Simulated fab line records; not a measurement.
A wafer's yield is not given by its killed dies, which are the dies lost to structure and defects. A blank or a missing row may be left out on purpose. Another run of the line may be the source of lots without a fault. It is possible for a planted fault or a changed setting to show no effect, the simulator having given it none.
Which tool was responsible? ; flow gf180mcu ; 15 lots, 45 wafers sampled, at 2 steps of a route of 602

WHAT THE GAUGES READ, wafer by wafer
GF_V4_THK_MEAS_03.
lot;measured;on;V4_CVD_02_THK (nm)
L133;day 23 10:58;film_metro-04;855 857 851
L134;day 24 05:37;film_metro-01;839 860 845
L136;day 24 17:53;film_metro-01;845 847 858
L135;day 24 20:03;film_metro-03;850 842 861
L137;day 25 04:01;film_metro-03;840 852 856
L138;day 25 15:22;film_metro-04;849 839 858
L140;day 26 05:38;film_metro-01;840 839 856
L146;day 28 02:51;film_metro-01;847 836 843
L149;day 28 17:43;film_metro-04;854 851 871
L150;day 28 20:29;film_metro-04;852 857 855
L151;day 29 02:44;film_metro-03;838 856 860
L153;day 29 11:01;film_metro-04;855 850 855
L154;day 29 18:33;film_metro-03;842 821 835
L155;day 30 03:16;film_metro-03;852 863 857
L156;day 30 04:53;film_metro-03;826 843 845

WHAT TOOL EACH LOT RAN ON (gives the tool, then ch and the chambers of the sampled wafers, and finally the start)
lot;GF_M4_METAL_ETCH_16
L133;rie_metal-02 ch 0,1, day 23 10:03
L134;rie_metal-04 ch 0,1, day 24 04:44
L136;rie_metal-02 ch 1, day 24 16:59
L135;rie_metal-01 ch 0,1, day 24 19:10
L137;rie_metal-04 ch 0, day 25 02:44
L138;rie_metal-01 ch 0,1, day 25 14:10
L140;rie_metal-01 ch 0,1, day 26 04:40
L146;rie_metal-04 ch 0,1, day 28 01:59
L149;rie_metal-01 ch 0,1, day 28 16:50
L150;rie_metal-01 ch 0,1, day 28 19:35
L151;rie_metal-01 ch 0,1, day 29 01:53
L153;rie_metal-04 ch 0,1, day 29 10:08
L154;rie_metal-04 ch 0,1, day 29 17:41
L155;rie_metal-04 ch 1, day 30 02:17
L156;rie_metal-02 ch 1, day 30 03:53
- GF_M4_METAL_ETCH_16: etches the open film in Cl2/BCl3, stops on SiO2, target depth 750.8 nm, time 125.1 s.

WHAT THE TOOLS THEMSELVES READ (means of the sampled wafers that have a number; where no wafer has one, the mark that the record gives instead)
GF_M4_METAL_ETCH_16.
lot;tool;drypump_motor_current_A (A);oes_product_au (a.u.);rf_fwd_power_W (W);throttle_valve_pct (%)
L133;rie_metal-02;6.2;0.987;797.8;28.233
L134;rie_metal-04;5.2;0.994;795.0;28.222
L136;rie_metal-02;6.3;0.987;794.9;28.232
L135;rie_metal-01;5.9;0.989;793.8;28.237
L137;rie_metal-04;5.3;0.988;800.4;28.229
L138;rie_metal-01;6.0;0.988;795.0;28.232
L140;rie_metal-01;5.9;0.994;792.3;28.224
L146;rie_metal-04;5.0;0.990;798.5;28.219
L149;rie_metal-01;5.9;0.991;792.0;28.224
L150;rie_metal-01;6.0;0.985;793.3;28.225
L151;rie_metal-01;5.9;0.993;793.0;28.228
L153;rie_metal-04;5.2;0.988;796.4;28.223
L154;rie_metal-04;5.0;0.996;796.9;28.224
L155;rie_metal-04;4.9;0.994;798.6;28.226
L156;rie_metal-02;6.3;0.987;797.4;28.228

THE ANSWER, worked out from the rows above alone
Rule: usual is defined by the lots themselves. Put in order of their means at a reading, lots are off if they are a third of the lots or fewer, leave a main group of 4 or more, and stand apart from it by a gap of 3 or more times the standard deviation of the main group's means; of several such gaps the widest counts. Not used: any main group whose means are identical at the precision the tables above print for the reading. Also off: a lot with no number at a reading for which 4 or more lots have one. The other lots that the step has rows for count as sound. Order of review: gauges by route order, followed by the tools' own readings, for which a lot's mean as printed above is used. At the first step where some lot is off, the reading lying furthest off is the one used; lots without a number count as furthest.
Nothing can be told from this: no lot is off at any reading shown.

WHAT WAS PUT IN BY THE SIMULATOR
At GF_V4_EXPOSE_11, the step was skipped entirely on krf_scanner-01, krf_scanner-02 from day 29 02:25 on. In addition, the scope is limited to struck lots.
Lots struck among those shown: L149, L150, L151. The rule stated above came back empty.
